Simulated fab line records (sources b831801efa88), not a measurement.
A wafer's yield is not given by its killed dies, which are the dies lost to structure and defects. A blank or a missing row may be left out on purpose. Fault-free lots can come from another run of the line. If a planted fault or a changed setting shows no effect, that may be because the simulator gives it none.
A struck lot beside a sound one	flow sky130	20 out of 708 route steps
Sound: wafers L847.1, L847.2, L847.3. Wafers struck: L856.1, L856.3, L856.6. The cause is named last.
Per side, at each step with rows, come the tool, then ch with its chambers, and then its first start. Under that, the readings that differ: sound wafers	struck wafers	difference of the means	sigmas: that difference in standard deviations of wafers without a fault.
alike: readings whose means differ by less than 2 such deviations, and words and numbers that are the same on both sides. not compared: withheld readings, readings that some wafer has no value for, bounds like >300 that may hide the same value, and numbers for which the record gives no deviation and whose values overlap.
The two part at a step that has a row with sigmas, a row that says differs or no value, or rows on one side only. Numbers that don't overlap but have no deviation are shown without sigmas and don't part them. Lack of a reading on every wafer of one side parts them only where that side has two or more wafers.

first, 1 step without rows for these wafers: SKY_RES_XHIGH_IMPLANT_07.
SKY_RES_XHIGH_STRIP_08: strips in O2/N2.
  sound on plasmaAsher-04 ch 0,1, day 27 02:38; struck on plasmaAsher-04 ch 0,1, day 30 03:24
  alike: drypumpMotorCurrentA, oesProductAu, stripTimeToEndpointS
  not compared: rfHoursCounterH
SKY_RES_XHIGH_TW_MEAS_09:
  sound: filmMetro-04 at day 27 02:44; struck: filmMetro-02 at day 30 03:30
  alike: RES_XHIGH_TW
then, 7 steps without rows for these wafers: SKY_SD_N_DEHYDRATE_00 (time 60 s); SKY_SD_N_HMDS_01 (prime time 60 s); SKY_SD_N_COAT_02 (resist thk 1140 nm); SKY_SD_N_SOFTBAKE_03 (time 60 s); SKY_SD_N_EXPOSE_04 (exposes mask NSDM, target cd 380 nm); SKY_SD_N_PEB_05; SKY_SD_N_DEVELOP_06 (develop time 60 s).
SKY_SD_N_CD_MEAS_07 targets a cd of 380 nm.
  sound: cdSem-02 at day 28 08:05; struck: cdSem-01 at day 31 07:23
reading	sound	struck	difference	sigmas
cdNm (nm)	374.9 375.9 374.5	379.4 380.8 379.3	+4.7	+2
SKY_SD_N_OVL_MEAS_08:
  sound: overlay-01 at day 28 08:12; struck: overlay-02 at day 31 07:31
  alike: SD_N_OVL
SKY_SD_N_IMPLANT_09:
  sound on implanter-04 ch 0, day 28 08:14; struck on implanter-04 ch 0, day 31 07:33
reading	sound	struck	difference	sigmas
implantIonAmu	75 75 75	49 49 49	-26	
model.implant.rpNm (nm)	32.53 32.53 32.53	36.06 36.06 36.06	+3.53	
model.implant.drpNm (nm)	14.11 14.11 14.11	18.55 18.55 18.55	+4.44	
next, for these wafers, 1 step has no rows: SKY_SD_N_IMPLANT_10.
SKY_SD_N_STRIP_11: strips in O2/N2.
  sound on plasmaAsher-02 ch 0,1, day 28 08:32; struck on plasmaAsher-03 ch 0,1, day 31 07:51
reading	sound	struck	difference	sigmas
stripTimeToEndpointS (s)	22.52 22.51 22.52	23.23 23.24 23.19	+0.70	+17
  alike: drypumpMotorCurrentA, oesProductAu
  not compared: rfHoursCounterH
SKY_SD_N_TW_MEAS_12:
  sound: filmMetro-04 at day 28 08:38; struck: filmMetro-03 at day 31 07:57
reading	sound	struck	difference	sigmas
SD_N_TW	4003 4000 3965	3726 3719 3747	-259	-7
then, 1 step without rows for these wafers: SKY_SD_N_CLEAN_13 (cleans in SC1/SC2, time 150 s).
SKY_SD_N_RTA_14: time 2 s.
  sound on rtpAnneal-01 ch 0, day 28 08:45; struck on rtpAnneal-01 ch 0, day 31 08:07
  alike: lampPowerPct, wafer_temp_C_max
SKY_SD_N_RS_MEAS_16: the measuring method here is four-point-probe.
  sound: filmMetro-04 at day 28 08:55; struck: filmMetro-02 at day 31 08:17
reading	sound	struck	difference	sigmas
SD_N_RS (ohm/sq)	68.36 68.36 68.22	- - -	no value on the struck wafers	
SKY_SD_N_RS_MEAS_17: the measuring method here is four-point-probe.
  sound: filmMetro-04 at day 28 09:02; struck: filmMetro-02 at day 31 08:25
  alike: SD_P_RS

== WHERE THEY PART ==
Earliest at SKY_SD_N_CD_MEAS_07; latest, in this record, at SKY_SD_N_RS_MEAS_16. Later steps at which nothing parts them and some readings are alike: SKY_SD_N_RS_MEAS_17.

WHY: the cause the simulator had injected
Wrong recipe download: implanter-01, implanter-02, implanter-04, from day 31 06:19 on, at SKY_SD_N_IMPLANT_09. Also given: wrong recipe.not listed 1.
